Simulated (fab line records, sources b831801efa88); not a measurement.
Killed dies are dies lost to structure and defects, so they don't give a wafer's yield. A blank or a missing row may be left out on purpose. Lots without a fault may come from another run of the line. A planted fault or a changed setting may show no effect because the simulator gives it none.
One fault seen from 2 desks | flow gf180mcu | each desk has only its own numbers; what lay behind them comes last

THE TOOL OWNER'S DESK: litho_track-03
The tool's own readings at GF_V3_SOFTBAKE_10 (time 60 s): means of the sampled wafers that have a number, for each lot that ran on this tool. A lot is out of limits, marked OUT, if its mean lies more than 4 standard deviations from the usual mean; the brackets give that distance.
Columns: A = heater_power_total_W at GF_V3_SOFTBAKE_10, usual 93.05 W; B = run_length_s at GF_V3_SOFTBAKE_10, usual 89.25 s
lot  | first seen here | A     | B
L379 | day 22 08:00    | 93.03 | 89.41
L382 | day 23 12:00    | 93.06 | 89.53
L383 | day 23 19:00    | 93.05 | 89.36
L385 | day 24 06:00    | 93.05 | 89.42
L388 | day 25 12:00    | 93.02 | 89.44
L397 | day 28 04:00    | 93.05 | 98.30 (+43) OUT
This desk's finding: out of limits on L397; first on L397, day 28 04:00 (run_length_s at GF_V3_SOFTBAKE_10). In limits: L379, L382, L383, L385, L388.

THE METROLOGY DESK
What the gauges read, lot by lot, whatever tool the lot ran on: means of the sampled wafers that have a number. A lot is out of limits, marked OUT, if its mean lies more than 4 standard deviations from the usual mean; the brackets give that distance.
Columns: A = V3_CVD_00_THK at GF_V3_THK_MEAS_01, usual 600 nm; B = V3_OVL at GF_V3_OVL_MEAS_15, usual -2 nm
lot  | first seen here | A   | B
L378 | day 21 10:05    | 607 | -1
L379 | day 21 19:52    | 603 | 7
L380 | day 22 06:21    | 597 | 7
L381 | day 22 09:47    | 608 | 1
L382 | day 23 00:33    | 595 | -14
L383 | day 23 08:20    | 598 | -9
L384 | day 23 15:59    | 606 | 4
L385 | day 23 18:49    | 604 | -5
L386 | day 24 14:08    | 606 | -7
L387 | day 24 17:02    | 608 | -8
L388 | day 25 01:28    | 611 | 6
L397 | day 27 17:36    | 592 | -3
L401 | day 28 20:54    | 597 | 2
This desk's finding: nothing out of limits on any of the 13 lots.

PUT TOGETHER
The tool owner's desk could have raised an alarm at day 28 04:00, on L397.
The metrology desk saw nothing out of limits.
The metrology desk has L397 on record, within its limits.
Of the lots named, all ran GF_V3_SOFTBAKE_10 on litho_track-03.

WHAT THE SIMULATOR HAD PUT IN
Process parameter drift: litho_track-03, from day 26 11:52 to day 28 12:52, at GF_V3_SOFTBAKE_10. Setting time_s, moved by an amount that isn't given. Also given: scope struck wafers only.
Lots struck among those shown: L397.
Hours from the fault's start to each desk's first reading out of limits: the tool owner's desk, 40.
